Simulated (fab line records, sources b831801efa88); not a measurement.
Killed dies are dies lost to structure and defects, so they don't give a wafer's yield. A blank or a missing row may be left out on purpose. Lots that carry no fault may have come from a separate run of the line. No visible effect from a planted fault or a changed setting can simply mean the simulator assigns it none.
Matching of chambers || flow gf180mcu || GF_V3_CVD_02 on pecvd-01: 3 sister chambers
The step deposits SiO2 from TEOS, target thk 850 nm, time 94.851 s. 6 wafers are shown with their chamber, then 8 later ones without.

WAFERS PAIRED WITH THEIR CHAMBERS
{"wafer": "L081.1", "chamber": 1, "heater-power-w (W)": 646}
{"wafer": "L082.1", "chamber": 2, "heater-power-w (W)": 827}
{"wafer": "L083.2", "chamber": 1, "heater-power-w (W)": 658}
{"wafer": "L087.4", "chamber": 2, "heater-power-w (W)": 1023}
{"wafer": "L087.5", "chamber": 0, "heater-power-w (W)": 668}
{"wafer": "L094.2", "chamber": 0, "heater-power-w (W)": 619}

WAFERS WITH NO CHAMBER GIVEN
{"wafer": "L094.4", "heater-power-w (W)": 615}
{"wafer": "L094.5", "heater-power-w (W)": 958}
{"wafer": "L095.1", "heater-power-w (W)": 580}
{"wafer": "L095.2", "heater-power-w (W)": 945}
{"wafer": "L095.5", "heater-power-w (W)": 979}
{"wafer": "L096.2", "heater-power-w (W)": 613}
{"wafer": "L096.5", "heater-power-w (W)": 620}
{"wafer": "L096.6", "heater-power-w (W)": 1006}

EACH ONE'S CHAMBER
{"wafer": "L094.4", "from the rows above": "can't be placed: 0 or 1", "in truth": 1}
{"wafer": "L094.5", "from the rows above": 2, "in truth": 2}
{"wafer": "L095.1", "from the rows above": "can't be placed: 0 or 1", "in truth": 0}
{"wafer": "L095.2", "from the rows above": 2, "in truth": 2}
{"wafer": "L095.5", "from the rows above": 2, "in truth": 2}
{"wafer": "L096.2", "from the rows above": "can't be placed: 0 or 1", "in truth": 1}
{"wafer": "L096.5", "from the rows above": "can't be placed: 0 or 1", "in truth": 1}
{"wafer": "L096.6", "from the rows above": 2, "in truth": 2}
Correct placement for 4 of the 8. From these rows, 4 cannot be placed; in 4 the true chamber is one of the candidates. Wrongly placed: 0.
How it was worked out, from the rows above alone: a wafer's distance from a chamber is the root of the sum, over the readings, of the square of ((its reading less the chamber's mean) divided by the reading's scatter). If the next closest chamber is less than 2 further off than the closest, the wafer can't be placed; otherwise it belongs to the closest. The mean given for a chamber averages the wafers shown for that chamber. The scatter: the root of (the sum of the squares of (reading less its chamber's mean) over the shown wafers, divided by (wafers less chambers)).
